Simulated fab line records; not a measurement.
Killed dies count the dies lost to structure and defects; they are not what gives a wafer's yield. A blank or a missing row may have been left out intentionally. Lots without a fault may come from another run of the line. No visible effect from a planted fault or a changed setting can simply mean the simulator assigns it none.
A lot that was struck, set against a sound lot | flow gf180mcu | 15 out of 602 route steps
Sound: wafers L163.1, L163.2, L163.4. Wafers L176.4, L176.5, L176.6 were the ones struck. The cause is named last.
Each step with rows lists, per side, the tool, then ch with its chambers, then its first start. Under that, the readings that differ: sound wafers | struck wafers | difference of the means | sigmas: that difference in standard deviations of wafers without a fault.
alike: a reading whose means differ by less than 2 such deviations, as well as words and numbers matching on both sides. not compared: withheld readings; readings where some wafer has no value; bounds like >300 that might hide an equal value; numbers whose values overlap and for which the record gives no deviation.
Wherever a step has rows on one side only, a row that says differs or no value, or a row with sigmas, the two part there. When numbers do not overlap yet have no deviation, they are printed without sigmas and do not part them. A reading missing from all wafers of one side parts the sides only when that side holds two or more wafers.

first, 6 steps without rows for these wafers: GF_HV_LDD_HMDS_40 (prime time 60 s); GF_HV_LDD_COAT_41 (resist thk 1000 nm); GF_HV_LDD_SOFTBAKE_42 (time 60 s); GF_HV_LDD_EXPOSE_43 (exposes mask Pplus HV AREA, target cd 400 nm); GF_HV_LDD_PEB_44; GF_HV_LDD_DEVELOP_45 (develop time 60 s).
GF_HV_LDD_CD_MEAS_46 targets a cd of 400 nm.
  sound: cdSem-01 at day 12 13:17; struck: cdSem-01 at day 17 07:06
  alike: cdNm
GF_HV_LDD_OVL_MEAS_47:
  sound: overlay-02 at day 12 13:24; struck: overlay-02 at day 17 07:10
  alike: HV_LDD_03_OVL
after that, 1 step had no rows for these wafers: GF_HV_LDD_IMPLANT_48.
GF_HV_LDD_STRIP_49: strips in O2/N2.
  sound on plasmaAsher-01 ch 0,1, day 12 13:35; struck on plasmaAsher-01 ch 0,1, day 17 07:22
  alike: drypumpMotorCurrentA, heaterPowerW, n2FlowSccm, o2FlowSccm, oesProductAu, stripTimeToEndpointS
  not compared: rfHoursCounterH
GF_HV_LDD_TW_MEAS_50:
  sound: filmMetro-03 at day 12 13:41; struck: filmMetro-04 at day 17 07:28
  alike: HV_LDD_4_TW
then, 1 step without rows for these wafers: GF_HV_LDD_CLEAN_51 (cleans in SC1/SC2, time 150 s).
GF_HV_LDD_RTA_52: time 10 s.
  sound on rtpAnneal-01 ch 0, day 12 13:48; struck on rtpAnneal-02, day 17 07:35
  no value came back on the struck wafers for annealTempCMax, chamberO2Ppm, lampPowerPct (%), wafer_temp_C_max; on the sound wafers annealTempCMax reads 1004.4 1002.9 1004.6
GF_HV_LDD_RS_MEAS_53: a four-point-probe measurement.
  sound: filmMetro-04 at day 12 13:52; struck: filmMetro-04 at day 17 07:41
reading            | sound             | struck | difference                    | sigmas
HV_LDD_RS (ohm/sq) | 419.6 420.5 421.2 | - - -  | no value on the struck wafers | 
then, 1 step without rows for these wafers: GF_HV_LDD_CVD_54 (deposits SiO2 from TEOS, target thk 10 nm, time 75 s).

WHERE THEY PART
Earliest at GF_HV_LDD_RTA_52; latest, in this record, at GF_HV_LDD_RS_MEAS_53.

WHY: what the simulator had put in
Skipped step whole: rtpAnneal-02, from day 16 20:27 on, at GF_HV_LDD_RTA_52. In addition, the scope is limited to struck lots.
